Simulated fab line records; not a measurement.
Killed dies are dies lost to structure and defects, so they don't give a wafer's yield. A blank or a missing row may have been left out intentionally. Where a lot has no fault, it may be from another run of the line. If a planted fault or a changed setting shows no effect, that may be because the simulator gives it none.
fab line records + flow sky130
record
- lots=15
- wafers=45
- lastDay=50
route steps=708 shown FIELD_ISO@1 NWELL@78
lots that met no fault: taken from a fault-free run of the same line
startH: start of the lot's first displayed wafer, in hours after the record's first day + waitH: how many hours have passed since the lot's step before this one + " repeats the value in the row above + L1.1+2: several wafers, shown together as one row + - no value present, or no start provided + * or withheld: withheld + < > ~ a bound
route shown NAME@n: NAME is a module with steps in the file, n the number in the route of the first one + usual: mean and standard deviation over wafers with no fault + same: alike in all rows + chamber/n: place in a boat + sites: the reading at each site + _std_site: how widely they spread, as a standard deviation + _edge_site: the outer-site mean with the inner-site mean subtracted + radiusMm: how far each site lies from the wafer's centre + mask NAME#n: copy n + behind: tool/chamber where the wafer was last shaped + hold: why the lot was held/for how many hours/how that ended + device: names the non-switching transistor (n, p or np) + end of line: at the end of the route, the tests of the same wafers + for a step that has no rows: nothing shown but its recipe + killed: count of dies lost to structure and defects at first sort (not the wafer's yield) + map: per-die view of a wafer (x killed, . not killed, _ where there is no die)
set.NAME: the setting that was run; set.NAME@STEP: the one run at that earlier step + model.NAME: the simulator's own value behind a step, which no gauge read
the route's steps for a sample of lots (tables are steps, rows are wafers)
services: when a tool's chamber went out of use (startH, in hours from the record's first day, below 0 if earlier), for how many hours, and the reason
## steps
# step SKY_FIELD_ISO_BOW_MEAS_00
# recipe
- mode=bow
# usual
- INCOMING_BOW=0/6.4
| lot.wafer | tool         | chamber | startH | waitH | INCOMING_BOW[um] |
|-----------|--------------|---------|--------|-------|------------------|
| L286.2    | filmMetro-01 | -       | 10.02  | -     | -7               |
| L286.3    | "            | -       | "      | "     | 1                |
| L286.4    | "            | -       | "      | "     | -8               |
| L287.2    | filmMetro-01 | -       | 15.02  | -     | 3                |
| L287.3    | "            | -       | "      | "     | -3               |
| L287.5    | "            | -       | "      | "     | 4                |
| L289.2    | filmMetro-01 | -       | 25.02  | -     | 3                |
| L289.4    | "            | -       | "      | "     | -7               |
| L289.6    | "            | -       | "      | "     | -4               |
| L290.1    | filmMetro-04 | -       | 30.00  | -     | -9               |
| L290.5    | "            | -       | "      | "     | 4                |
| L290.6    | "            | -       | "      | "     | 0                |
| L291.1    | filmMetro-03 | -       | 35.00  | -     | -3               |
| L291.3    | "            | -       | "      | "     | -5               |
| L291.4    | "            | -       | "      | "     | 5                |
| L297.2    | filmMetro-03 | -       | 65.02  | -     | -10              |
| L297.4    | "            | -       | "      | "     | 4                |
| L297.6    | "            | -       | "      | "     | 6                |
| L299.4    | filmMetro-03 | -       | 75.06  | -     | 3                |
| L299.5    | "            | -       | "      | "     | 10               |
| L299.6    | "            | -       | "      | "     | -6               |
| L301.2    | filmMetro-04 | -       | 85.02  | -     | 4                |
| L301.4    | "            | -       | "      | "     | 18               |
| L301.6    | "            | -       | "      | "     | -9               |
| L302.1    | filmMetro-04 | -       | 90.00  | -     | -1               |
| L302.5    | "            | -       | "      | "     | -9               |
| L302.6    | "            | -       | "      | "     | 3                |
| L303.2    | filmMetro-04 | -       | 95.02  | -     | 10               |
| L303.5    | "            | -       | "      | "     | 8                |
| L303.6    | "            | -       | "      | "     | -1               |
| L304.4    | filmMetro-04 | -       | 100.06 | -     | -6               |
| L304.5    | "            | -       | "      | "     | 7                |
| L304.6    | "            | -       | "      | "     | -6               |
| L306.4    | filmMetro-03 | -       | 110.06 | -     | 9                |
| L306.5    | "            | -       | "      | "     | 2                |
| L306.6    | "            | -       | "      | "     | -8               |
| L307.1    | filmMetro-04 | -       | 115.00 | -     | -2               |
| L307.4    | "            | -       | "      | "     | 15               |
| L307.5    | "            | -       | "      | "     | 7                |
| L308.2    | filmMetro-04 | -       | 120.02 | -     | -11              |
| L308.3    | "            | -       | "      | "     | -14              |
| L308.4    | "            | -       | "      | "     | 8                |
| L309.1    | filmMetro-03 | -       | 125.00 | -     | 1                |
| L309.4    | "            | -       | "      | "     | 7                |
| L309.5    | "            | -       | "      | "     | -8               |
# step SKY_FIELD_ISO_WET_ETCH_30
# recipe
- chemistry=dHF
- targetDepthNm=25
- target=SiO2
- dilution=10:1
- tempC=25
- timeS=50
# usual
- bathHeatDutyPct=6.3/0.85
- runLengthS=80/3.1
- timeS=50/0
| lot.wafer | tool        | chamber | startH | waitH | bathHeatDutyPct | runLengthS | timeS |
|-----------|-------------|---------|--------|-------|-----------------|------------|-------|
| L286.2    | wetBench-03 | 0       | 35.15  | 0.0   | 6.1             | 78         | 50    |
| L286.3    | "           | 0       | "      | "     | 5.9             | 78         | 50    |
| L286.4    | "           | 0       | "      | "     | 5.9             | 78         | 50    |
| L287.2    | wetBench-01 | 3       | 41.49  | 0.0   | 6.2             | 83         | 50    |
| L287.3    | "           | 3       | "      | "     | 6.2             | 83         | 50    |
| L287.5    | "           | 3       | "      | "     | 6.4             | 83         | 50    |
| L289.2    | wetBench-02 | 2       | 50.03  | 0.0   | -               | -          | -     |
| L289.4    | "           | 2       | "      | "     | -               | -          | -     |
| L289.6    | "           | 2       | "      | "     | -               | -          | -     |
| L290.1    | wetBench-01 | 0       | 56.61  | 0.0   | -               | -          | -     |
| L290.5    | "           | 0       | "      | "     | -               | -          | -     |
| L290.6    | "           | 0       | "      | "     | -               | -          | -     |
| L291.1    | wetBench-03 | 2       | 62.11  | 0.0   | -               | -          | -     |
| L291.3    | "           | 2       | "      | "     | -               | -          | -     |
| L291.4    | "           | 2       | "      | "     | -               | -          | -     |
| L297.2    | wetBench-03 | 1       | 95.75  | 0.0   | 6.8             | 76         | 50    |
| L297.4    | "           | 1       | "      | "     | 7.4             | 76         | 50    |
| L297.6    | "           | 1       | "      | "     | 7.2             | 76         | 50    |
| L299.4    | wetBench-02 | 0       | 105.46 | 0.0   | 6.8             | 77         | 50    |
| L299.5    | "           | 0       | "      | "     | 6.0             | 77         | 50    |
| L299.6    | "           | 0       | "      | "     | 7.5             | 77         | 50    |
| L301.2    | wetBench-01 | 3       | 115.38 | 0.0   | 6.2             | 76         | 50    |
| L301.4    | "           | 3       | "      | "     | 6.3             | 76         | 50    |
| L301.6    | "           | 3       | "      | "     | 6.6             | 76         | 50    |
| L302.1    | wetBench-01 | 1       | 121.28 | 0.0   | 7.3             | 84         | 50    |
| L302.5    | "           | 1       | "      | "     | 8.4             | 84         | 50    |
| L302.6    | "           | 1       | "      | "     | 7.5             | 84         | 50    |
| L303.2    | wetBench-01 | 1       | 123.45 | 0.0   | 7.8             | 83         | 50    |
| L303.5    | "           | 1       | "      | "     | 7.2             | 83         | 50    |
| L303.6    | "           | 1       | "      | "     | 7.7             | 83         | 50    |
| L304.4    | wetBench-01 | 2       | 129.39 | 0.0   | 5.7             | 82         | 50    |
| L304.5    | "           | 2       | "      | "     | 5.1             | 82         | 50    |
| L304.6    | "           | 2       | "      | "     | 6.0             | 82         | 50    |
| L306.4    | wetBench-02 | 1       | 141.90 | 0.0   | 5.4             | 83         | 50    |
| L306.5    | "           | 1       | "      | "     | 5.4             | 83         | 50    |
| L306.6    | "           | 1       | "      | "     | 4.8             | 83         | 50    |
| L307.1    | wetBench-03 | 0       | 147.16 | 0.0   | 5.8             | 83         | 50    |
| L307.4    | "           | 0       | "      | "     | 5.8             | 83         | 50    |
| L307.5    | "           | 0       | "      | "     | 5.7             | 83         | 50    |
| L308.2    | wetBench-03 | 3       | 152.02 | 0.0   | 4.9             | 83         | 50    |
| L308.3    | "           | 3       | "      | "     | 6.1             | 83         | 50    |
| L308.4    | "           | 3       | "      | "     | 6.4             | 83         | 50    |
| L309.1    | wetBench-03 | 3       | 152.02 | 0.0   | 5.6             | 82         | 50    |
| L309.4    | "           | 3       | "      | "     | 5.6             | 82         | 50    |
| L309.5    | "           | 3       | "      | "     | 5.1             | 82         | 50    |
# step SKY_NWELL_STRIP_25
# recipe
- chemistry=O2/N2
- powerW=1400
- pressureMtorr=1500
- platenTempC=withheld
- o2FlowSccm=3000
- n2FlowSccm=300
- overashFraction=0.5
# usual
- drypumpMotorCurrentA=5.83/0.27
- oesProductAu=0.722/0.0041
- stripTimeToEndpointS=36.90/0.12
| lot.wafer | tool           | chamber | startH | waitH | drypumpMotorCurrentA | oesProductAu | rfHoursCounterH | stripTimeToEndpointS |
|-----------|----------------|---------|--------|-------|----------------------|--------------|-----------------|----------------------|
| L286.2    | plasmaAsher-03 | 0       | 101.31 | 0.1   | 6.48                 | 0.725        | 26              | 36.84                |
| L286.3    | "              | 0       | "      | "     | 6.45                 | 0.732        | -               | 36.87                |
| L286.4    | "              | 1       | "      | "     | 6.03                 | 0.722        | -               | 36.87                |
| L287.2    | plasmaAsher-03 | 0       | 108.92 | 0.1   | 6.45                 | 0.730        | 27              | 37.02                |
| L287.3    | "              | 0       | "      | "     | 6.43                 | 0.720        | -               | 36.92                |
| L287.5    | "              | 0       | "      | "     | 6.45                 | 0.722        | -               | 36.82                |
| L297.2    | plasmaAsher-02 | 0       | 176.06 | 0.1   | 5.60                 | 0.721        | 5               | 36.75                |
| L297.4    | "              | 1       | "      | "     | 5.69                 | 0.722        | -               | 36.79                |
| L297.6    | "              | 1       | "      | "     | 5.71                 | 0.710        | -               | 36.93                |
| L299.4    | plasmaAsher-02 | 1       | 186.09 | 0.1   | 5.70                 | 0.720        | -               | 37.01                |
| L299.5    | "              | 1       | "      | "     | 5.71                 | 0.729        | -               | 37.02                |
| L299.6    | "              | 0       | "      | "     | 5.60                 | 0.722        | -               | 37.08                |
| L301.2    | plasmaAsher-01 | 0       | 199.36 | 0.1   | 5.59                 | 0.722        | 53              | 36.69                |
| L301.4    | "              | 1       | "      | "     | 6.03                 | 0.718        | -               | 36.74                |
| L301.6    | "              | 1       | "      | "     | 6.04                 | 0.729        | -               | 36.58                |
| L302.1    | plasmaAsher-03 | 0       | 204.91 | 0.1   | 6.39                 | 0.724        | 37              | 36.75                |
| L302.5    | "              | 0       | "      | "     | 6.41                 | 0.719        | -               | 36.74                |
| L302.6    | "              | 1       | "      | "     | 6.02                 | 0.723        | -               | 36.65                |
| L303.2    | plasmaAsher-02 | 1       | 208.21 | 0.1   | 5.73                 | 0.722        | 8               | 36.96                |
| L303.5    | "              | 1       | "      | "     | 5.71                 | 0.722        | -               | 36.87                |
| L303.6    | "              | 0       | "      | "     | 5.60                 | 0.729        | -               | 36.92                |
| L304.4    | plasmaAsher-02 | 1       | 215.00 | 0.1   | 5.71                 | 0.717        | -               | 37.08                |
| L304.5    | "              | 1       | "      | "     | 5.70                 | 0.729        | -               | 37.01                |
| L304.6    | "              | 0       | "      | "     | 5.59                 | 0.721        | -               | 36.99                |
| L306.4    | plasmaAsher-01 | 0       | 232.15 | 0.1   | 5.58                 | 0.725        | -               | 37.08                |
| L306.5    | "              | 1       | "      | "     | 6.02                 | 0.716        | -               | 37.08                |
| L306.6    | "              | 0       | "      | "     | 5.59                 | 0.724        | -               | 37.03                |
| L307.1    | plasmaAsher-02 | 0       | 237.12 | 0.1   | 5.58                 | 0.729        | 11              | 36.91                |
| L307.4    | "              | 1       | "      | "     | 5.73                 | 0.722        | -               | 36.80                |
| L307.5    | "              | 0       | "      | "     | 5.61                 | 0.723        | -               | 36.82                |
| L309.1    | plasmaAsher-02 | 0       | 240.91 | 0.1   | 5.59                 | 0.722        | 12              | 36.95                |
| L309.4    | "              | 1       | "      | "     | 5.74                 | 0.717        | -               | 36.88                |
| L309.5    | "              | 1       | "      | "     | 5.73                 | 0.724        | -               | 36.87                |
| L308.2    | plasmaAsher-01 | 1       | 241.02 | 0.1   | 6.05                 | 0.718        | 57              | 36.96                |
| L308.3    | "              | 0       | "      | "     | 5.55                 | 0.726        | -               | 36.89                |
| L308.4    | "              | 1       | "      | "     | 6.05                 | 0.729        | -               | 36.99                |
# step SKY_NWELL_TW_MEAS_26
# usual
- NWELL_2_TW=499/4
| lot.wafer | tool         | chamber | startH | waitH | NWELL_2_TW |
|-----------|--------------|---------|--------|-------|------------|
| L286.2    | filmMetro-02 | -       | 101.42 | 0.1   | 498        |
| L286.3    | "            | -       | "      | "     | 501        |
| L286.4    | "            | -       | "      | "     | 501        |
| L287.2    | filmMetro-01 | -       | 109.03 | 0.1   | 501        |
| L287.3    | "            | -       | "      | "     | 502        |
| L287.5    | "            | -       | "      | "     | 499        |
| L297.2    | filmMetro-02 | -       | 176.17 | 0.1   | 504        |
| L297.4    | "            | -       | "      | "     | 502        |
| L297.6    | "            | -       | "      | "     | 504        |
| L299.4    | filmMetro-02 | -       | 186.19 | 0.1   | 502        |
| L299.5    | "            | -       | "      | "     | 501        |
| L299.6    | "            | -       | "      | "     | 503        |
| L301.2    | filmMetro-04 | -       | 199.47 | 0.1   | 494        |
| L301.4    | "            | -       | "      | "     | 491        |
| L301.6    | "            | -       | "      | "     | 490        |
| L302.1    | filmMetro-02 | -       | 205.01 | 0.1   | 500        |
| L302.5    | "            | -       | "      | "     | 502        |
| L302.6    | "            | -       | "      | "     | 501        |
| L303.2    | filmMetro-01 | -       | 208.32 | 0.1   | 503        |
| L303.5    | "            | -       | "      | "     | 504        |
| L303.6    | "            | -       | "      | "     | 506        |
| L304.4    | filmMetro-02 | -       | 215.10 | 0.1   | 501        |
| L304.5    | "            | -       | "      | "     | 503        |
| L304.6    | "            | -       | "      | "     | 501        |
| L306.4    | filmMetro-02 | -       | 232.25 | 0.1   | 503        |
| L306.5    | "            | -       | "      | "     | 501        |
| L306.6    | "            | -       | "      | "     | 500        |
| L307.1    | filmMetro-01 | -       | 237.22 | 0.1   | 498        |
| L307.4    | "            | -       | "      | "     | 498        |
| L307.5    | "            | -       | "      | "     | 501        |
| L309.1    | filmMetro-04 | -       | 241.01 | 0.1   | 497        |
| L309.4    | "            | -       | "      | "     | 494        |
| L309.5    | "            | -       | "      | "     | 497        |
| L308.2    | filmMetro-02 | -       | 241.13 | 0.1   | 505        |
| L308.3    | "            | -       | "      | "     | 503        |
| L308.4    | "            | -       | "      | "     | 500        |
## services
| tool           | chamber | startH | hours | kind      |
|----------------|---------|--------|-------|-----------|
| wetBench-02    | -       | 32.15  | 5.6   | repair    |
| plasmaAsher-03 | -       | 40.78  | 34.8  | repair    |
| plasmaAsher-01 | -       | 66.68  | 4.5   | repair    |
| plasmaAsher-01 | -       | 107.62 | 2.8   | pm        |
| plasmaAsher-02 | -       | 108.75 | 9.0   | pm        |
| plasmaAsher-02 | 0       | 108.75 | 9.0   | ventCycle |
| plasmaAsher-02 | 1       | 108.75 | 9.0   | ventCycle |
| plasmaAsher-02 | 0       | 117.75 | -     | clean     |
| plasmaAsher-02 | 1       | 117.75 | -     | clean     |
| plasmaAsher-01 | -       | 118.27 | 3.4   | repair    |
| plasmaAsher-02 | -       | 128.79 | 2.8   | pm        |
| wetBench-01    | -       | 153.32 | 4.2   | repair    |
| wetBench-03    | -       | 232.99 | 5.0   | repair    |
## key
firstSign
- step=SKY_FIELD_ISO_WET_ETCH_30
- reading=toolRecord
- direction=missing
effect none on later readings
metAt SKY_FIELD_ISO_WET_ETCH_30
struckLots L289,L290,L291
laterRowsLeftOut L289.2,L289.4,L289.6,L290.1,L290.5,L290.6,L291.1,L291.3,L291.4
sortLeftOut L289.2,L289.4,L289.6,L290.1,L290.5,L290.6,L291.1,L291.3,L291.4
testerLeftOut L289,L290,L291
notActingAt SKY_FIELD_ISO_BOW_MEAS_00,SKY_NWELL_STRIP_25,SKY_NWELL_TW_MEAS_26
onsetBetween 41.49 50.03
fault
- kind=skippedStepWhole
- tool=wetBench-01,wetBench-02,wetBench-03
- chamber=-
- onsetH=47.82
- steps=SKY_FIELD_ISO_WET_ETCH_30
- scope=struckLotsOnly
# testerLeftOut: of these lots the tester's yield and bins aren't shown, on N5 and GAA mostly nor the transistor test; their killed dies are dies lost to structure and defects alone, not to doping, threshold or leakage, so they don't give the yield
# sortLeftOut: the simulated sort isn't trusted on such a fault, so these wafers' sort isn't shown, and their yield isn't known
# laterRowsLeftOut: the simulator's readings of these wafers behind a module that went badly wrong aren't trusted and aren't shown, but for the sort
